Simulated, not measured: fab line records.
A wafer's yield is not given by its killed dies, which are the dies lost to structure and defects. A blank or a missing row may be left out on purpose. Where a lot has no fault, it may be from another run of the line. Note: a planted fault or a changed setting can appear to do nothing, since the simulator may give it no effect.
A sampling plan put to the test	flow gf180mcu	each of the 18 faults these records tell of, on one fab line, judged from the records of the lots it struck
The plan is the line's own looks: the steps of the route at which a gauge or an inspection reads the wafer and doesn't change it. A look can be judged if struck wafers have a number there and the file gives its usual mean and standard deviation on fault-free wafers. Caught: the struck wafers' mean, at a look after the fault's first step, is 4 or more of those standard deviations (sigma) away from the usual mean. On the tool: the fault's steps, tested the same way using the tool's own readings. Caught also covers a different recipe on the struck wafers, or a record left blank for those wafers only.

== THE FAULTS, as the simulator had put them in ==
1. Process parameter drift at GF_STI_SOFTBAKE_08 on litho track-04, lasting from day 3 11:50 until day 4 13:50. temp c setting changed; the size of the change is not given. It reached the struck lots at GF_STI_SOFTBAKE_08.
2. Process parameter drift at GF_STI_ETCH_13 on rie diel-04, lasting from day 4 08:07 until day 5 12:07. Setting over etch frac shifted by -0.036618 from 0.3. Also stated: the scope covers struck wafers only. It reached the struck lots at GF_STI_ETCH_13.
3. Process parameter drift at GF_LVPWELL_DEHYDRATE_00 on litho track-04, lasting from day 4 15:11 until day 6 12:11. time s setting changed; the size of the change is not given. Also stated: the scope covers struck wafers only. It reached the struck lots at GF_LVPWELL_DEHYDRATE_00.
4. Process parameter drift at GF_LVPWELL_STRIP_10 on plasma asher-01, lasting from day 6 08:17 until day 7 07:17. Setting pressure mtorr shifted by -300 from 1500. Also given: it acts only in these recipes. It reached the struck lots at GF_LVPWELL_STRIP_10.
5. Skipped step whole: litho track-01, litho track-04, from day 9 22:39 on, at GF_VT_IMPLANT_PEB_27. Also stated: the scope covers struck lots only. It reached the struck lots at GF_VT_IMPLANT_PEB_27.
6. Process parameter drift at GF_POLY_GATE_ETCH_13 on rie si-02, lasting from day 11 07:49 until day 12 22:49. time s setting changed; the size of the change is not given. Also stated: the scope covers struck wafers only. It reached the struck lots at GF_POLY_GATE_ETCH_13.
7. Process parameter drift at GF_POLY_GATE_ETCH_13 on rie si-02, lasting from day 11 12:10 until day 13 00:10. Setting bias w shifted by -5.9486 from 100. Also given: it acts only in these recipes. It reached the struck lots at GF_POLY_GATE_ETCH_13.
8. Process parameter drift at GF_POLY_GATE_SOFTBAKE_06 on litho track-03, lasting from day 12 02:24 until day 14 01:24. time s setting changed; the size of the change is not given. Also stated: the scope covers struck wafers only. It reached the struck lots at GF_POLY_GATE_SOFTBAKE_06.
9. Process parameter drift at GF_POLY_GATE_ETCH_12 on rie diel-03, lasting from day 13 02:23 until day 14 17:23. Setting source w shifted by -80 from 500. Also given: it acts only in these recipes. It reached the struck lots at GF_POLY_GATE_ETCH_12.
10. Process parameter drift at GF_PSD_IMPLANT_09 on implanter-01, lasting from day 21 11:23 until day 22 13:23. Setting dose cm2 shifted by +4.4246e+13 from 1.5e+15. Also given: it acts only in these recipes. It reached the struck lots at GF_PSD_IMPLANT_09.
11. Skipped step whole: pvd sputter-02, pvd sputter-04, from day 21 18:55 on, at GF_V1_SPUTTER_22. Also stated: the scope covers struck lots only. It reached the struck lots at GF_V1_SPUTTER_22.
12. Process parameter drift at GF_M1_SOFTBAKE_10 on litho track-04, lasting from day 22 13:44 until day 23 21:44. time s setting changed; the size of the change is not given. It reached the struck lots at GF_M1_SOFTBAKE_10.
13. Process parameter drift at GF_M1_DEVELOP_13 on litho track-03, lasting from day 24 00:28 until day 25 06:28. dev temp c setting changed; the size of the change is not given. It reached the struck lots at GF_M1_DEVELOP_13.
14. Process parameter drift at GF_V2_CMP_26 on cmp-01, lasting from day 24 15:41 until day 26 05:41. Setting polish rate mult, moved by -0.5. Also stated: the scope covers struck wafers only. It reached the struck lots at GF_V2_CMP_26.
15. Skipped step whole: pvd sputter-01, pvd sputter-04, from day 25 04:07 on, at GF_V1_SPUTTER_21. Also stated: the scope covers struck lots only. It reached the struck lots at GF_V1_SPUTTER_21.
16. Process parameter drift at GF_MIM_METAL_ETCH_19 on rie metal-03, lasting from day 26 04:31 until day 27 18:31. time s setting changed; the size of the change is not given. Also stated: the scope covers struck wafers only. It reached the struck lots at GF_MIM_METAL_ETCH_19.
17. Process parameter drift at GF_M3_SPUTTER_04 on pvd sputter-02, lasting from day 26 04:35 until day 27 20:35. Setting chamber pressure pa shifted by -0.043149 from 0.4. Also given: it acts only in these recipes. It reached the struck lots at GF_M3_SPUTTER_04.
18. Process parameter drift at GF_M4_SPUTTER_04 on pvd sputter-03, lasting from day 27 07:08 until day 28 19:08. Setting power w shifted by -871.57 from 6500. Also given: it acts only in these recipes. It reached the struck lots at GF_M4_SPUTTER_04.

== WHAT THE PLAN SAW ==
fault	on the tool itself	first look that catches it	reading, sigma	median hours from its first step to that look	hours from the fault's start to the first struck lot there	judged looks passed uncaught
1	heater power total W -21 sigma	none of the 3 looks that can be judged after it	strongest: cd nm at GF_STI_CD_MEAS_12, +3.3	-	-	3
2	only faintly: oes product au +3.0 sigma	not the one look that can be judged after it	-	-	-	1
3	run length s +16 sigma	not the one look that can be judged after it	-	-	-	1
4	chamber pressure mTorr -99 or beyond sigma	not the one look that can be judged after it	-	-	-	1
5	no reading that can be judged	none of the 2 looks that can be judged after it	-	-	-	2
6	run length s +14 sigma	none of the 2 looks that can be judged after it	-	-	-	2
7	bias w -19 sigma	none of the 2 looks that can be judged after it	-	-	-	2
8	run length s +21 sigma	none of the 3 looks that can be judged after it	-	-	-	3
9	rf fwd power W -40 sigma	none of the 2 looks that can be judged after it	-	-	-	2
10	dose ions cm2 +28 sigma	no look after it can be judged	-	-	-	0
11	the tool's record is blank for the struck wafers	no look after it can be judged	-	-	-	0
12	run length s +18 sigma	not the one look that can be judged after it	-	-	-	1
13	developer temp C -9.3 sigma	no look after it can be judged	-	-	-	0
14	overpolish run s -99 or beyond sigma	no look after it can be judged	-	-	-	0
15	the tool's record is blank for the struck wafers	no look after it can be judged	-	-	-	0
16	only faintly: oes product au -3.8 sigma	no look after it can be judged	-	-	-	0
17	chamber pressure pa -52 sigma	no look after it can be judged	-	-	-	0
18	cathode dc power W -99 or beyond sigma	none of the 2 looks that can be judged after it	-	-	-	2
A dash: this means the fault isn't caught or the number doesn't appear in these records.

Caught at a look: 0 of 18. Caught on the tool: 15 of 18. By one or the other: 15 of 18.
Faults caught by the tool alone: 1, 3, 4, 6, 7, 8, 9, 10, 11, 12, 13, 14, 15, 17, 18.
Caught by neither: faults 2, 5, 16.
